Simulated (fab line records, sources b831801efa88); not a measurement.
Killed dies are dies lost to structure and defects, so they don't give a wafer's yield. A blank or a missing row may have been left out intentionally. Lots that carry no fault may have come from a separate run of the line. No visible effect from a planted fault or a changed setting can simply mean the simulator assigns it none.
8D (eight disciplines) problem report, filled in by code	flow sky130	the parts of the form that need people (team, actions taken, sign-off) are left out

## 1. THE PROBLEM
Wafers without a fault read 0.939 a.u., standard deviation 0.0061; oes_product_au at SKY_CAP2M_METAL_ETCH_13 reads a mean of 0.760 a.u. on 2 wafers belonging to 2 lots. Relative to the usual mean, that is a shift of -29 standard deviations.
The step: etches TiN in Cl2/BCl3, stops on SiO2, target depth 220 nm, time 62.9 s.
Seen first at day 44 13:01 on rie_metal-04, wafer L403.6. At this step, 39 wafers from 13 lots have a number in the record. The rule behind "out" and "out of limits": a value lying over 4 standard deviations away from the usual mean. All remaining wafers that have a number are taken as sound.

## 2. WHAT IT IS; WHAT IT IS NOT
question	is	is not
which readings at this step	oes_product_au, throttle_valve_pct	drypump_motor_current_A
which lots	L403, L405	L394, L395, L397, L398, L399, L400, L401, L402, L404, L413, L414
which wafers of those lots	L403.6, L405.5	L403.1, L403.2, L405.1, L405.3
read on which tools	rie_metal-04	rie_metal-02, rie_metal-03
when	from day 44 13:01	up to then (26 sound wafers); but 11 sound wafers of L404, L405, L413, L414 came after

## 3. SUSPECTS, AND WHAT RULES EACH OUT
Counting: if a tool at a process step up to the reading ran every lot that is out, it stays a suspect. Sound lots after the first of them don't rule it out here, since some wafers of a struck lot are sound.
- rie_metal-04 at SKY_CAP2M_METAL_ETCH_13 (etches TiN in Cl2/BCl3, stops on SiO2, target depth 220 nm, time 62.9 s): kept. It ran every lot that is out, first L403 (day 44 13:01); its last sound lot up to then is L402 (day 44 01:33). On those wafers its own readings are out: oes_product_au, throttle_valve_pct.
Left after counting: rie_metal-04 at SKY_CAP2M_METAL_ETCH_13.

## 4. THE CAUSE (what the simulator had put in)
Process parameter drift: rie_metal-04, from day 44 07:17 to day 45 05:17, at SKY_CAP2M_METAL_ETCH_13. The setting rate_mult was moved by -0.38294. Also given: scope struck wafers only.
After counting, this tool was the only one left.

## 5. THE CHAIN OF EFFECTS, in route order
Each row: a reading whose mean over the struck wafers that have a number lies more than 3 standard deviations from the usual. Only readings for which the record gives a usual standard deviation are gone through. hours: the time from each lot's start at the first step in this table that gives one to its start at this step, as a median over the lots. sigmas: the change in usual standard deviations.
hours	step	reading	usual	on struck wafers	change	sigmas
0	SKY_CAP2M_METAL_ETCH_13	oes_product_au	0.939 a.u.	0.760	-0.179	-29
0	SKY_CAP2M_METAL_ETCH_13	throttle_valve_pct	21.903 %	22.012	+0.109	+11
0	SKY_CAP2M_STRIP_14	strip_time_to_endpoint_s	12.62 s	13.24	+0.62	+13
109	SKY_PAD_OPEN_PROBE_99	defect_limited_yield	82.5 %	0.0	-82.5	-41
109	SKY_PAD_OPEN_PROBE_99	killed_at_other	0.2	400.5	+400.3	+99 or more
109	SKY_PAD_OPEN_PROBE_99	killed_dies	86	492	+406	+42
109	SKY_PAD_OPEN_PROBE_99	killed_on_rim	17	96	+79	+19
109	SKY_PAD_OPEN_PROBE_99	sort_bin_3_pad_short	0.9 %	81.9	+81.0	+99 or more
109	SKY_PAD_OPEN_PROBE_99	sort_n_pass	406	0	-406	-42
109	SKY_PAD_OPEN_PROBE_99	sort_yield_pct	82.5 %	0.0	-82.5	-41
Process steps it contains:
- SKY_CAP2M_METAL_ETCH_13: etches TiN in Cl2/BCl3, stops on SiO2, target depth 220 nm, time 62.9 s.
- SKY_CAP2M_STRIP_14: strips in O2/N2.
- SKY_PAD_OPEN_PROBE_99

## 6. WHAT WOULD HAVE CAUGHT IT SOONER
In this record the first reading out of limits was taken at day 44 13:01, 6 hours after the fault began at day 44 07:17.
